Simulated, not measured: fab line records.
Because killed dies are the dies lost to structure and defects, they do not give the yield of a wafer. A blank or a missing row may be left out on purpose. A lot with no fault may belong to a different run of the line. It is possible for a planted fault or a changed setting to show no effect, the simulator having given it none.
The tool behind it: which one? ; flow sky130 ; 33 wafers from 11 lots sampled at 4 of the route's 708 steps

## WHAT THE GAUGES READ, wafer by wafer
SKY_LI_CONTACT_RS_MEAS_22: measures by four-point-probe. Usual: LI_CONTACT_W_RS 0.287 ohm/sq, standard deviation 0.0037.
lot;measured;on;LI_CONTACT_W_RS (ohm/sq);flag
L414;day 29 11:26;filmMetro-02;0.283 0.281 0.285;
L416;day 30 10:58;filmMetro-02;0.279 0.285 0.282;
L417;day 30 18:13;filmMetro-04;0.297 0.291 0.286;
L418;day 30 19:03;filmMetro-02;0.284 0.278 0.286;
L419;day 31 13:26;filmMetro-04;0.283 0.284 0.282;
L420;day 31 15:19;filmMetro-02;0.290 0.288 0.285;
L424;day 32 17:49;filmMetro-02;0.294 0.295 0.288;
L425;day 33 02:28;filmMetro-04;0.291 0.288 0.286;
L427;day 33 15:22;filmMetro-01;0.291 0.288 0.289;
L426;day 33 18:22;filmMetro-01;0.291 0.288 0.290;
L432;day 35 02:53;filmMetro-02;0.299 0.293 0.288;

## WHAT TOOL EACH LOT RAN ON (gives the tool, then ch and the chambers of the sampled wafers, and finally the start)
lot;SKY_SONOS_ONO_ETCH_15;SKY_SONOS_ONO_STRIP_17;SKY_LI_CONTACT_STRIP_16
L414;rieDiel-02 ch 1,2,3, day 12 22:04;plasmaAsher-02 ch 0,1, day 12 22:10;plasmaAsher-04 ch 0, day 29 10:53
L416;rieDiel-04 ch 0,1,3, day 14 00:55;plasmaAsher-03 ch 0,1, day 14 01:01;plasmaAsher-03 ch 0,1, day 30 10:23
L417;rieDiel-03 ch 0,1,2, day 14 01:13;plasmaAsher-01 ch 0,1, day 14 01:22;plasmaAsher-03 ch 0,1, day 30 17:38
L418;rieDiel-02 ch 1,2, day 14 04:20;plasmaAsher-03 ch 0,1, day 14 04:26;plasmaAsher-03 ch 0,1, day 30 18:29
L419;rieDiel-03 ch 1,2,3, day 14 23:02;plasmaAsher-02 ch 0,1, day 14 23:08;plasmaAsher-02 ch 0,1, day 31 12:52
L420;rieDiel-04 ch 0,1,2, day 15 04:28;plasmaAsher-01 ch 0,1, day 15 04:34;plasmaAsher-02 ch 0,1, day 31 14:32
L424;rieDiel-04 ch 0,1,2, day 16 02:07;plasmaAsher-03 ch 0,1, day 16 02:14;plasmaAsher-02 ch 0,1, day 32 17:05
L425;rieDiel-03 ch 0,2,3, day 16 09:55;plasmaAsher-03 ch 0,1, day 16 10:01;plasmaAsher-02 ch 0,1, day 33 01:44
L427;rieDiel-03 ch 0,1,3, day 17 03:25;plasmaAsher-01 ch 0,1, day 17 03:31;plasmaAsher-04 ch 0,1, day 33 14:38
L426;rieDiel-04 ch 0,2,3, day 17 04:25;plasmaAsher-02 ch 0,1, day 17 04:31;plasmaAsher-03 ch 0,1, day 33 17:47
L432;rieDiel-03 ch 1,2,3, day 18 19:02;plasmaAsher-02 ch 0,1, day 18 19:08;plasmaAsher-04 ch 0,1, day 35 02:17
- SKY_SONOS_ONO_ETCH_15: etches the open film in CHF3/O2, target depth 19.52 nm, time 7.8 s.
- SKY_SONOS_ONO_STRIP_17: strips in O2/N2.
- SKY_LI_CONTACT_STRIP_16: strips in O2/N2.

## AS READ BY THE TOOLS THEMSELVES (means over the sampled wafers that have a number; for cases with no such wafer, the mark the record gives instead)
SKY_SONOS_ONO_ETCH_15. Usual: biasW 200.0 W, standard deviation 0.64; drypumpMotorCurrentA 5.7 A, standard deviation 0.4; oesProductAu 1.000 a.u., standard deviation 0.013; throttleValvePct 8.823 %, standard deviation 0.0092.
lot;tool;biasW (W);drypumpMotorCurrentA (A);oesProductAu (a.u.);throttleValvePct (%);flag
L414;rieDiel-02;199.6;5.5;1.000;8.814;
L416;rieDiel-04;200.0;6.0;1.001;8.827;
L417;rieDiel-03;200.3;5.5;1.006;8.827;
L418;rieDiel-02;200.2;5.5;1.007;8.820;
L419;rieDiel-03;200.6;5.6;1.000;8.828;
L420;rieDiel-04;199.5;5.7;0.986;8.833;
L424;rieDiel-04;200.1;5.7;0.992;8.820;
L425;rieDiel-03;200.2;5.8;1.011;8.816;
L427;rieDiel-03;199.8;5.9;1.000;8.814;
L426;rieDiel-04;200.2;5.7;0.992;8.826;
L432;rieDiel-03;-;5.6;1.004;8.826;OFF

SKY_SONOS_ONO_STRIP_17. Usual: drypumpMotorCurrentA 6.0 A, standard deviation 0.46; oesProductAu 0.709 a.u., standard deviation 0.0048; stripTimeToEndpointS 13.96 s, standard deviation 0.036.
lot;tool;drypumpMotorCurrentA (A);oesProductAu (a.u.);stripTimeToEndpointS (s);flag
L414;plasmaAsher-02;5.8;0.708;13.93;
L416;plasmaAsher-03;6.1;0.713;13.90;
L417;plasmaAsher-01;6.6;0.711;13.94;
L418;plasmaAsher-03;5.9;0.707;13.94;
L419;plasmaAsher-02;5.6;0.710;13.96;
L420;plasmaAsher-01;6.5;0.714;13.97;
L424;plasmaAsher-03;6.1;0.709;13.96;
L425;plasmaAsher-03;5.9;0.715;13.93;
L427;plasmaAsher-01;6.5;0.707;13.97;
L426;plasmaAsher-02;5.8;0.716;13.91;
L432;plasmaAsher-02;5.8;0.712;14.08;OFF

SKY_LI_CONTACT_STRIP_16. Usual: drypumpMotorCurrentA 5.9 A, standard deviation 0.37; oesProductAu 0.375 a.u., standard deviation 0.0053; stripTimeToEndpointS 3.49 s, standard deviation 0.039.
lot;tool;drypumpMotorCurrentA (A);oesProductAu (a.u.);stripTimeToEndpointS (s);flag
L414;plasmaAsher-04;6.4;0.368;3.44;
L416;plasmaAsher-03;5.9;0.373;3.49;
L417;plasmaAsher-03;6.2;0.379;3.49;
L418;plasmaAsher-03;6.2;0.375;3.43;
L419;plasmaAsher-02;5.6;0.375;3.51;
L420;plasmaAsher-02;5.8;0.373;3.50;
L424;plasmaAsher-02;5.6;0.378;3.51;
L425;plasmaAsher-02;5.6;0.377;3.49;
L427;plasmaAsher-04;6.2;0.378;3.51;
L426;plasmaAsher-03;5.9;0.376;3.50;
L432;plasmaAsher-04;6.0;0.382;3.53;

## THE ANSWER, worked out from the rows above alone
Rule: a lot is off if the mean of its wafers that have a number lies more than 3 standard deviations from the usual mean. A lot without any number at a reading at which 4 lots or more have one is off too. Any other lot the step has rows for is counted as sound. First the gauges in route order, then the tools' own readings, where a lot's mean is used as printed above. The first step at which some lot is off is used, and at that step the reading that is off furthest; a lot without a number counts as furthest.
Off: L432, at SKY_SONOS_ONO_ETCH_15 (biasW). Without a number there: L432.
A tool fits if, at that step or a process step before it, it ran every lot that is off, and no sound lot after the first of them. One candidate fits, namely rieDiel-03 at SKY_SONOS_ONO_ETCH_15. A fault onset in the window from L427 (day 17 03:25, its last sound lot) to L432 (day 18 19:02, its first lot off) fits.
Blank at SKY_SONOS_ONO_ETCH_15 on the lots that are off, where sound lots have numbers: biasW.

## WHAT THE SIMULATOR HAD INSERTED
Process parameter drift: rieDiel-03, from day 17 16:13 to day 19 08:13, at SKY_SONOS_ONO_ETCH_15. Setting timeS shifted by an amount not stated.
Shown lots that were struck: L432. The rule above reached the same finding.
